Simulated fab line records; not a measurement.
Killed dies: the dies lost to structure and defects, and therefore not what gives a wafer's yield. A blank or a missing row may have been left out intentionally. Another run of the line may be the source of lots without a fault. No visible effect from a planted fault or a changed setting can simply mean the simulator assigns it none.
fab line records	flow sky130
record: lots: 13	wafers: 39	last_day: 50
route steps=708 shown POLY_GATE@228 LDD_N@254 LDD_LDN@301 PAD_OPEN@708
lots with no fault: from the same line, run without faults
start_h: hours from the record's first day to the start of the lot's first wafer shown	wait_h: hours from the lot's prior step to this one	" as in the row above	L1.1+2: a single row standing in for several wafers	- value missing, or start not given	* or withheld: withheld	< > ~ a bound
route shown NAME@n: NAME is a module with steps in the file, n the number in the route of the first one	usual: mean/standard deviation of fault-free wafers	same: alike in all rows	chamber/n: place in a boat	sites: the reading at each site	_std_site: how widely they spread, as a standard deviation	_edge_site: mean of outer sites minus mean of inner sites	radius_mm: for every site, how far away it sits from the centre of the wafer	mask NAME#n: copy n	behind: the last tool/chamber to shape the wafer	hold: what put the lot on hold/how long, in hours/how the hold closed	device: names the non-switching transistor (n, p or np)	end of line: the same wafers' tests at the end of the route	where a step has no rows: the recipe by itself	killed: count of dies lost to structure and defects at first sort (not the wafer's yield)	map: dies across one wafer; x = killed, . = not, _ = none there
set.NAME: the setting as run; set.NAME@STEP: as run at that earlier step	model.NAME: the simulator's own value behind a step, which no gauge read
route steps across a sampled set of lots; one table per step, one row per wafer
services: the hour from which a tool's chamber was out of use, counted from the record's first day as start_h (under 0 if before that day), plus the number of hours and why
== steps ==
step: SKY_POLY_GATE_OVL_MEAS_14
usual: POLY_GATE_OVL: -1/7.5
lot.wafer	tool	chamber	start_h	wait_h	POLY_GATE_OVL[nm]
L187.3	overlay-02	-	378.06	0.1	1
L187.5	"	-	"	"	1
L187.6	"	-	"	"	8
L188.2	overlay-01	-	383.24	0.1	-7
L188.3	"	-	"	"	-5
L188.5	"	-	"	"	-4
L189.1	overlay-01	-	390.78	0.1	-15
L189.3	"	-	"	"	-8
L189.4	"	-	"	"	-5
L192.1	overlay-01	-	416.54	0.1	-8
L192.5	"	-	"	"	-5
L192.6	"	-	"	"	-2
L200.1	overlay-02	-	487.78	0.1	7
L200.2	"	-	"	"	4
L200.5	"	-	"	"	7
L199.4	overlay-02	-	488.30	0.1	-15
L199.5	"	-	"	"	-11
L199.6	"	-	"	"	-16
L202.1	overlay-01	-	504.83	0.1	6
L202.2	"	-	"	"	7
L202.6	"	-	"	"	14
L203.2	overlay-01	-	513.44	0.1	-7
L203.3	"	-	"	"	-4
L203.6	"	-	"	"	-1
L206.1	overlay-02	-	529.33	0.1	12
L206.2	"	-	"	"	7
L206.6	"	-	"	"	4
L207.1	overlay-01	-	542.13	0.1	6
L207.2	"	-	"	"	0
L207.4	"	-	"	"	7
L208.1	overlay-01	-	559.83	0.1	-3
L208.2	"	-	"	"	5
L208.5	"	-	"	"	1
L209.3	overlay-01	-	565.79	0.1	8
L209.5	"	-	"	"	7
L209.6	"	-	"	"	6
L210.2	overlay-02	-	567.94	0.1	-3
L210.4	"	-	"	"	-5
L210.5	"	-	"	"	-16
step: SKY_POLY_GATE_ETCH_16
recipe: stop_on: poly-Si	chemistry: CH3F/O2	target: Si3N4	source_w: 400	bias_w: 80	pressure_mtorr: 25	ch3f_flow_sccm: 40	O2_flow_sccm: 30	time_s: 147.5	target_depth_a: 750
usual: drypump_motor_current_A: 5.9/0.6	oes_product_au: 0.640/0.0055	throttle_valve_pct: 10.535/0.0097
lot.wafer	tool	chamber	start_h	wait_h	drypump_motor_current_A	oes_product_au	rf_hours_counter_h	throttle_valve_pct
L187.3	rie_diel-04	3	378.17	0.0	6.3	0.646	0	10.521
L187.5	"	0	"	"	6.0	0.656	-	10.544
L187.6	"	2	"	"	5.5	0.644	-	10.549
L188.2	rie_diel-03	0	383.35	0.0	6.7	0.633	19	10.539
L188.3	"	2	"	"	6.1	0.639	98	10.530
L188.5	"	2	"	"	6.0	0.635	-	10.528
L189.1	rie_diel-04	0	390.90	0.0	6.0	0.637	30	10.544
L189.3	"	3	"	"	6.3	0.630	1	10.557
L189.4	"	2	"	"	5.5	0.645	4	10.540
L192.1	rie_diel-03	3	416.65	0.0	6.4	0.637	10	10.531
L192.5	"	2	"	"	6.1	0.647	-	10.530
L192.6	"	3	"	"	6.4	0.643	-	10.543
L200.1	rie_diel-03	3	487.94	0.1	6.4	0.641	12	10.528
L200.2	"	1	"	"	4.9	0.631	19	10.550
L200.5	"	3	"	"	6.4	0.639	-	10.519
L199.4	rie_diel-03	3	488.49	0.1	6.4	0.631	-	10.514
L199.5	"	1	"	"	5.0	0.635	-	10.529
L199.6	"	3	"	"	6.4	0.641	-	10.544
L202.1	rie_diel-04	1	504.95	0.0	5.5	0.637	47	10.540
L202.2	"	0	"	"	6.0	0.634	32	10.548
L202.6	"	1	"	"	5.5	0.637	-	10.541
L203.2	rie_diel-03	1	513.55	0.0	5.0	0.644	20	10.530
L203.3	"	3	"	"	6.4	0.642	13	10.532
L203.6	"	0	"	"	6.7	0.646	-	10.540
L206.1	rie_diel-04	0	529.45	0.0	6.0	0.642	33	10.527
L206.2	"	2	"	"	5.5	0.642	7	10.552
L206.6	"	3	"	"	6.4	0.637	-	10.516
L207.1	rie_diel-03	0	542.25	0.0	6.6	0.635	23	10.524
L207.2	"	1	"	"	4.9	0.637	20	10.527
L207.4	"	3	"	"	6.4	0.647	13	10.537
L208.1	rie_diel-03	2	559.95	0.0	6.1	0.648	1	10.525
L208.2	"	1	"	"	4.9	0.646	21	10.535
L208.5	"	2	"	"	6.1	0.643	-	10.532
L209.3	rie_diel-01	0	565.90	0.0	5.5	0.641	15	10.529
L209.5	"	1	"	"	5.5	0.638	-	10.539
L209.6	"	2	"	"	6.7	0.638	-	10.547
L210.2	rie_diel-01	0	568.05	0.0	5.5	0.644	15	10.543
L210.4	"	1	"	"	5.5	0.645	7	10.536
L210.5	"	0	"	"	5.5	0.632	-	10.542
step: SKY_LDD_N_TW_MEAS_17
usual: LDD_N_TW: 2583/13
lot.wafer	tool	chamber	start_h	wait_h	LDD_N_TW
L187.3	film_metro-03	-	411.78	0.1	2586
L187.5	"	-	"	"	2586
L187.6	"	-	"	"	2594
L188.2	film_metro-04	-	416.97	0.1	2598
L188.3	"	-	"	"	2602
L188.5	"	-	"	"	2576
L189.1	film_metro-04	-	426.71	0.1	2587
L189.3	"	-	"	"	2587
L189.4	"	-	"	"	2609
L192.1	film_metro-03	-	449.19	0.1	2607
L192.5	"	-	"	"	2594
L192.6	"	-	"	"	2601
L200.1	film_metro-01	-	522.34	0.1	2558
L200.2	"	-	"	"	2571
L200.5	"	-	"	"	2572
L199.4	film_metro-03	-	523.29	0.1	2582
L199.5	"	-	"	"	2573
L199.6	"	-	"	"	2591
L202.1	film_metro-04	-	537.61	0.1	2581
L202.2	"	-	"	"	2589
L202.6	"	-	"	"	2580
L203.2	film_metro-01	-	545.81	0.1	2577
L203.3	"	-	"	"	2588
L203.6	"	-	"	"	2574
L206.1	film_metro-01	-	561.35	0.1	2574
L206.2	"	-	"	"	2588
L206.6	"	-	"	"	2578
L207.1	film_metro-04	-	575.11	0.1	2595
L207.2	"	-	"	"	2608
L207.4	"	-	"	"	2586
L208.1	film_metro-01	-	593.14	0.1	2565
L208.2	"	-	"	"	2556
L208.5	"	-	"	"	2585
L209.3	film_metro-01	-	599.27	0.1	2566
L209.5	"	-	"	"	2558
L209.6	"	-	"	"	2580
L210.2	film_metro-04	-	600.51	0.1	2571
L210.4	"	-	"	"	2571
L210.5	"	-	"	"	2574
step: SKY_LDD_LDN_STRIP_12
recipe: chemistry: O2/N2	power_w: 1400	pressure_mtorr: 1500	platen_temp_c: withheld	o2_flow_sccm: 3000	n2_flow_sccm: 300	overash_fraction: 0.5
usual: drypump_motor_current_A: 5.20/0.26	oes_product_au: 0.715/0.0047	strip_time_to_endpoint_s: 14.17/0.044
lot.wafer	tool	chamber	start_h	wait_h	drypump_motor_current_A	oes_product_au	rf_hours_counter_h	strip_time_to_endpoint_s
L187.3	plasma_asher-04	1	534.80	0.1	5.36	0.713	-	14.21
L187.5	"	0	"	"	5.11	0.715	-	14.15
L187.6	"	1	"	"	5.38	0.713	-	14.16
L188.2	plasma_asher-02	0	537.65	0.1	4.94	0.717	74	14.12
L188.3	"	0	"	"	4.94	0.719	-	14.15
L188.5	"	1	"	"	5.68	0.704	-	14.17
L189.1	plasma_asher-01	1	549.20	0.1	5.05	0.717	13	14.14
L189.3	"	1	"	"	5.03	0.710	-	14.10
L189.4	"	0	"	"	5.07	0.719	-	14.14
L192.1	plasma_asher-01	1	570.71	0.1	5.02	0.933	15	-
L192.5	"	0	"	"	5.08	0.928	-	-
L192.6	"	1	"	"	5.03	0.920	-	-
L200.1	plasma_asher-01	1	640.86	0.1	5.02	0.718	22	14.18
L200.2	"	0	"	"	5.06	0.710	22	14.13
L200.5	"	1	"	"	5.04	0.722	-	14.16
L199.4	plasma_asher-02	0	642.48	0.1	4.95	0.719	-	14.14
L199.5	"	0	"	"	4.94	0.707	-	14.17
L199.6	"	1	"	"	5.67	0.712	-	14.10
L202.1	plasma_asher-02	1	655.69	0.1	5.65	0.719	86	14.16
L202.2	"	0	"	"	4.94	0.704	86	14.14
L202.6	"	0	"	"	4.95	0.710	-	14.16
L203.2	plasma_asher-01	1	662.36	0.1	5.04	0.717	24	14.11
L203.3	"	0	"	"	5.07	0.708	-	14.14
L203.6	"	1	"	"	5.02	0.716	-	14.15
L206.1	plasma_asher-01	1	676.65	0.1	5.04	0.711	25	14.15
L206.2	"	0	"	"	5.07	0.720	25	14.12
L206.6	"	0	"	"	5.06	0.711	-	14.12
L207.1	plasma_asher-01	1	689.20	0.1	5.04	0.713	27	14.21
L207.2	"	0	"	"	5.05	0.713	27	14.25
L207.4	"	0	"	"	5.07	0.713	-	14.22
L208.1	plasma_asher-02	1	705.85	0.1	5.66	0.716	90	14.11
L208.2	"	0	"	"	4.95	0.719	90	14.07
L208.5	"	1	"	"	5.67	0.714	-	14.09
L209.3	plasma_asher-04	0	714.08	0.1	5.12	0.712	-	14.21
L209.5	"	1	"	"	5.41	0.713	-	14.17
L209.6	"	0	"	"	5.13	0.718	-	14.19
L210.2	plasma_asher-01	1	714.94	0.1	5.05	0.708	29	14.09
L210.4	"	1	"	"	5.06	0.714	-	14.08
L210.5	"	0	"	"	5.09	0.719	-	14.09
step: SKY_PAD_OPEN_PROBE_99
usual: killed_at_M0_to_M3: 44/7.3	killed_at_M4_up: 3.0/1.9	killed_at_contacts: 24/5	killed_at_front_end: 16/4.5	killed_at_other: 0.3/0.46	killed_dies: 87/10	killed_on_rim: 17/3.5	killed_open: 47/8.3	killed_short: 39/6.4
same: gross_dies: 492	killed_at_back_side: 0
lot.wafer	tool	chamber	start_h	wait_h	killed_at_M0_to_M3	killed_at_M4_up	killed_at_contacts	killed_at_front_end	killed_at_other	killed_dies	killed_on_rim	killed_open	killed_short
L189.1	prober-01	-	1088.75	0.1	47	4	26	23	1	101	18	47	54
L189.3	prober-01	-	1088.85	0.2	59	6	27	15	0	107	23	49	58
L189.4	prober-01	-	1088.90	0.2	43	2	21	19	1	86	16	44	42
L192.1	prober-02	-	1105.23	0.1	52	3	33	404	0	492	96	64	43
L192.5	prober-02	-	1105.43	0.2	30	3	26	432	1	492	96	46	26
L192.6	prober-02	-	1105.48	0.2	42	2	24	423	1	492	96	49	40
L200.1	prober-01	-	1150.94	0.1	38	3	21	19	0	81	17	41	40
L200.2	prober-01	-	1150.99	0.1	34	2	30	20	0	86	18	53	33
L200.5	prober-01	-	1151.14	0.2	40	2	22	12	1	77	12	41	36
L203.2	prober-01	-	1166.28	0.1	47	2	20	15	1	85	14	54	31
L203.3	prober-01	-	1166.33	0.2	50	3	26	11	1	91	23	54	37
L203.6	prober-01	-	1166.48	0.2	54	1	28	12	0	95	22	56	39
killed by level:class
L189.1 VIA1:geometric_particle:short=11 CONTACT:geometric_particle:open=11 FIELD_ISO:geometric_particle:short=8 VIA1:geometric_particle:open=8 VIA2:geometric_particle:short=5 VIA2:geometric_particle:open=5 CONTACT:geometric_particle:short=5 METAL2:geometric_particle:short=5
L189.3 VIA1:geometric_particle:open=12 VIA1:geometric_particle:short=9 CONTACT:geometric_particle:open=8 VIA3:geometric_particle:open=8 METAL1:geometric_particle:short=7 POLY_GATE:geometric_particle:short=6 LI_CONTACT:geometric_particle:short=6 LI_CONTACT:geometric_particle:open=6
L189.4 VIA1:geometric_particle:open=8 LI_CONTACT:geometric_particle:open=6 CONTACT:geometric_particle:open=6 METAL2:geometric_particle:short=6 FIELD_ISO:geometric_particle:short=5 VIA2:geometric_particle:open=5 VIA3:geometric_particle:open=5 POLY_GATE:geometric_particle:open=4
L192.1 SPACER:area_cvd=385 CONTACT:geometric_particle:open=12 VIA1:geometric_particle:open=11 VIA2:geometric_particle:open=11 LI_CONTACT:geometric_particle:open=7 VIA3:geometric_particle:open=7 POLY_GATE:geometric_particle:short=6 METAL1:geometric_particle:short=6
L192.5 SPACER:area_cvd=420 LI_CONTACT:geometric_particle:open=9 CONTACT:geometric_particle:open=9 VIA1:geometric_particle:open=7 VIA3:geometric_particle:open=7 CONTACT:geometric_particle:short=5 VIA2:geometric_particle:open=5 FIELD_ISO:geometric_particle:short=3
L192.6 SPACER:area_cvd=403 VIA1:geometric_particle:open=12 CONTACT:geometric_particle:open=10 POLY_GATE:geometric_particle:short=7 LI_CONTACT:geometric_particle:open=6 VIA3:geometric_particle:open=6 FIELD_ISO:geometric_particle:open=5 LOCAL_INTERCONNECT:geometric_particle:short=4
L200.1 VIA1:geometric_particle:open=11 LI_CONTACT:geometric_particle:open=7 FIELD_ISO:geometric_particle:short=6 METAL2:geometric_particle:short=6 VIA2:geometric_particle:open=6 CONTACT:geometric_particle:open=5 VIA1:geometric_particle:short=5 POLY_GATE:geometric_particle:short=4
L200.2 CONTACT:geometric_particle:open=17 POLY_GATE:geometric_particle:open=7 LI_CONTACT:geometric_particle:open=6 VIA1:geometric_particle:open=6 POLY_GATE:geometric_particle:short=5 LOCAL_INTERCONNECT:geometric_particle:short=5 VIA3:geometric_particle:open=5 VIA2:geometric_particle:open=4
L200.5 VIA1:geometric_particle:short=8 POLY_GATE:geometric_particle:open=7 CONTACT:geometric_particle:short=7 CONTACT:geometric_particle:open=7 VIA3:geometric_particle:open=6 VIA1:geometric_particle:open=5 VIA2:geometric_particle:open=5 VIA3:geometric_particle:short=5
L203.2 CONTACT:geometric_particle:open=12 VIA3:geometric_particle:open=12 VIA1:geometric_particle:open=9 VIA1:geometric_particle:short=7 METAL2:geometric_particle:short=6 LI_CONTACT:geometric_particle:open=5 POLY_GATE:geometric_particle:open=4 FIELD_ISO:geometric_particle:short=3
L203.3 VIA1:geometric_particle:open=10 VIA2:geometric_particle:open=10 CONTACT:geometric_particle:short=7 CONTACT:geometric_particle:open=7 METAL1:geometric_particle:short=7 VIA3:geometric_particle:open=7 LI_CONTACT:geometric_particle:open=6 VIA1:geometric_particle:short=5
L203.6 CONTACT:geometric_particle:open=12 VIA1:geometric_particle:open=12 VIA3:geometric_particle:open=9 VIA2:geometric_particle:open=7 METAL1:geometric_particle:short=6 VIA1:geometric_particle:short=6 LI_CONTACT:geometric_particle:open=5 VIA3:geometric_particle:short=4
== services ==
tool	chamber	start_h	hours	kind
rie_diel-04	1	354.56	3.1	repair
rie_diel-03	2	362.16	6.6	repair
rie_diel-04	1	369.57	13.7	repair
rie_diel-03	-	370.30	1.0	repair
plasma_asher-04	-	382.59	1.0	repair
rie_diel-01	1	389.16	2.7	repair
rie_diel-04	2	415.31	2.0	repair
plasma_asher-01	-	421.25	9.0	pm
plasma_asher-01	-	436.25	4.5	repair
rie_diel-04	-	445.88	2.8	pm
rie_diel-03	2	450.81	3.1	repair
rie_diel-04	1	466.38	22.3	repair
plasma_asher-01	-	481.38	2.2	repair
rie_diel-03	0	486.61	7.2	repair
rie_diel-03	-	490.06	4.6	repair
plasma_asher-02	-	497.82	1.4	repair
rie_diel-04	3	501.99	6.4	repair
rie_diel-03	-	583.65	1.5	repair
rie_diel-03	2	585.45	5.3	repair
rie_diel-04	-	591.18	4.3	pm
rie_diel-03	1	609.32	21.4	repair
plasma_asher-02	-	661.57	6.3	repair
rie_diel-03	3	687.53	19.6	repair
rie_diel-04	2	692.42	13.0	repair
== key ==
first_sign: step: SKY_LDD_LDN_STRIP_12	reading: oes_product_au	direction: up	sigmas: 45	usual: 0.715	struck: 0.927
effect: step: SKY_PAD_OPEN_PROBE_99	reading: killed_at_front_end	direction: up	sigmas: 90	usual: 16	struck: 420
more_kills_born_at: SKY_SPACER_CVD_00@lpcvd-02: 1208
met_at SKY_LDD_LDN_STRIP_12
struck_lots L192
later_rows_left_out L192.1,L192.5,L192.6
tester_left_out L192
not_acting_at SKY_POLY_GATE_OVL_MEAS_14,SKY_POLY_GATE_ETCH_16,SKY_LDD_N_TW_MEAS_17
onset_between 549.20 570.71
fault: kind: strip_aborted	tool: plasma_asher-01	chamber: -	onset_h: 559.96	steps: SKY_LDD_LDN_STRIP_12	offset: 0.7612	end_h: 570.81
tester_left_out: of these lots the tester's yield and bins aren't shown, on N5 and GAA mostly nor the transistor test; their killed dies are dies lost to structure and defects alone, not to doping, threshold or leakage, so they don't give the yield
later_rows_left_out: the simulator's readings of these wafers behind a module that went badly wrong aren't trusted and aren't shown, but for the sort
